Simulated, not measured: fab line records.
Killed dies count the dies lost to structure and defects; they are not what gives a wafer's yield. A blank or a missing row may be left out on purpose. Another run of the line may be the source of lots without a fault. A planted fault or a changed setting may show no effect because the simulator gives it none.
Check of tool commonality    flow gf180mcu    33 wafers sampled across 11 lots

WHAT PROMPTED THE OPENING
2 of 11 lots carry a flag on the reading PSD_TW at GF_PSD_TW_MEAS_11. No-fault wafers: 3209, standard deviation 21.
Rule: flag the lot when none of its wafers has a number, or when each of its wafers that has one lies beyond 4 standard deviations from that mean. All remaining lots are regarded as sound.

lot   measured      on             PSD_TW, wafer by wafer  flag
L607  day 14 00:38  film_metro-02  3190 3177 3204          
L608  day 14 15:11  film_metro-01  3205 3241 3213          
L609  day 14 17:37  film_metro-04  3212 3215 3212          
L612  day 16 08:16  film_metro-01  3233 3227 3222          
L614  day 17 02:19  film_metro-02  3180 3169 3172          
L613  day 17 11:43  film_metro-02  3172 3173 3171          
L615  day 17 20:52  film_metro-01  3224 3211 3216          
L616  day 18 06:49  film_metro-01  3226 3219 3238          
L618  day 18 21:43  film_metro-02  3201 3189 3202          
L625  day 20 18:56  film_metro-02  3345 3358 3351          FLAGGED
L627  day 21 03:40  film_metro-01  3393 3388 3401          FLAGGED
The numbers of the flagged lots are 3373 on average: +164 against the usual, or +8 standard deviations.

EACH LOT AND THE TOOL IT RAN ON
3 process steps preceding the reading are held in the record, out of 602 steps in the route. Cell contents, in order: the tool; ch with the chambers the sampled wafers went through; the start.
lot   flag     GF_DUAL_GATE_STRIP_13                 GF_PSD_IMPLANT_09                GF_PSD_STRIP_10
L607           plasma_asher-04 ch 0,1, day 8 05:40   implanter-02 ch 0, day 14 00:25  plasma_asher-02 ch 0,1, day 14 00:32
L608           plasma_asher-04 ch 0,1, day 8 14:55   implanter-04 ch 0, day 14 14:58  plasma_asher-01 ch 0,1, day 14 15:05
L609           plasma_asher-04 ch 0,1, day 8 18:16   implanter-01 ch 0, day 14 17:22  plasma_asher-04 ch 0,1, day 14 17:31
L612           plasma_asher-02 ch 0,1, day 9 23:56   implanter-04 ch 0, day 16 08:01  plasma_asher-01 ch 0,1, day 16 08:10
L614           plasma_asher-04 ch 1, day 10 16:02    implanter-04 ch 0, day 17 02:04  plasma_asher-04 ch 1, day 17 02:13
L613           plasma_asher-01 ch 0,1, day 10 18:34  implanter-01 ch 0, day 17 11:29  plasma_asher-04 ch 0,1, day 17 11:37
L615           plasma_asher-01 ch 0,1, day 11 05:07  implanter-01 ch 0, day 17 20:38  plasma_asher-04 ch 0,1, day 17 20:46
L616           plasma_asher-01 ch 0,1, day 11 10:25  implanter-04 ch 0, day 18 06:34  plasma_asher-02 ch 0,1, day 18 06:43
L618           plasma_asher-04 ch 0,1, day 11 17:05  implanter-01 ch 0, day 18 21:29  plasma_asher-01 ch 0,1, day 18 21:37
L625  FLAGGED  plasma_asher-02 ch 0,1, day 13 14:44  implanter-01 ch 0, day 20 18:41  plasma_asher-01 ch 0,1, day 20 18:50
L627  FLAGGED  plasma_asher-02 ch 0,1, day 14 02:57  implanter-01 ch 0, day 21 03:25  plasma_asher-04 ch 1, day 21 03:34
What the steps here do:
- GF_DUAL_GATE_STRIP_13: strips in O2/N2.
- GF_PSD_IMPLANT_09
- GF_PSD_STRIP_10: strips in O2/N2.
- GF_PSD_TW_MEAS_11

FLAGGED OVER TOTAL, TOOL BY TOOL (the gauges that took the reading come last)
step                   tool             lots run  flagged  share of the flagged lots  sound lots run after its first flagged lot
GF_DUAL_GATE_STRIP_13  plasma_asher-01  3         0        none                       -
GF_DUAL_GATE_STRIP_13  plasma_asher-02  3         2        all                        0
GF_DUAL_GATE_STRIP_13  plasma_asher-04  5         0        none                       -
GF_PSD_IMPLANT_09      implanter-01     6         2        all                        0
GF_PSD_IMPLANT_09      implanter-02     1         0        none                       -
GF_PSD_IMPLANT_09      implanter-04     4         0        none                       -
GF_PSD_STRIP_10        plasma_asher-01  4         1        some                       0
GF_PSD_STRIP_10        plasma_asher-02  2         0        none                       -
GF_PSD_STRIP_10        plasma_asher-04  5         1        some                       0
GF_PSD_TW_MEAS_11      film_metro-01    5         1        some                       0
GF_PSD_TW_MEAS_11      film_metro-02    5         1        some                       0
GF_PSD_TW_MEAS_11      film_metro-04    1         0        none                       -

THE TABLE: WHAT IT ALLOWS
Every flagged lot went through 2 rows of the table: plasma_asher-02 at GF_DUAL_GATE_STRIP_13 and implanter-01 at GF_PSD_IMPLANT_09.
- plasma_asher-02 at GF_DUAL_GATE_STRIP_13: 2 of its 3 lots flagged. It ran its last sound lot, L612, at day 9 23:56 and its first flagged lot, L625, at day 13 14:44: a fault with its onset between the two fits.
- implanter-01 at GF_PSD_IMPLANT_09: 2 of its 6 lots flagged. It ran its last sound lot, L618, at day 18 21:29 and its first flagged lot, L625, at day 20 18:41: a fault with its onset between the two fits. Its own readings lie more than 4 standard deviations out on every wafer of the flagged lots: beam_energy_keV.
These 2 tools cannot be told apart by counting lots, since each of them fits a fault that started at some hour. More lots, or a look at what each step does to the wafer, might.

WHAT THE SIMULATOR HAD INSERTED
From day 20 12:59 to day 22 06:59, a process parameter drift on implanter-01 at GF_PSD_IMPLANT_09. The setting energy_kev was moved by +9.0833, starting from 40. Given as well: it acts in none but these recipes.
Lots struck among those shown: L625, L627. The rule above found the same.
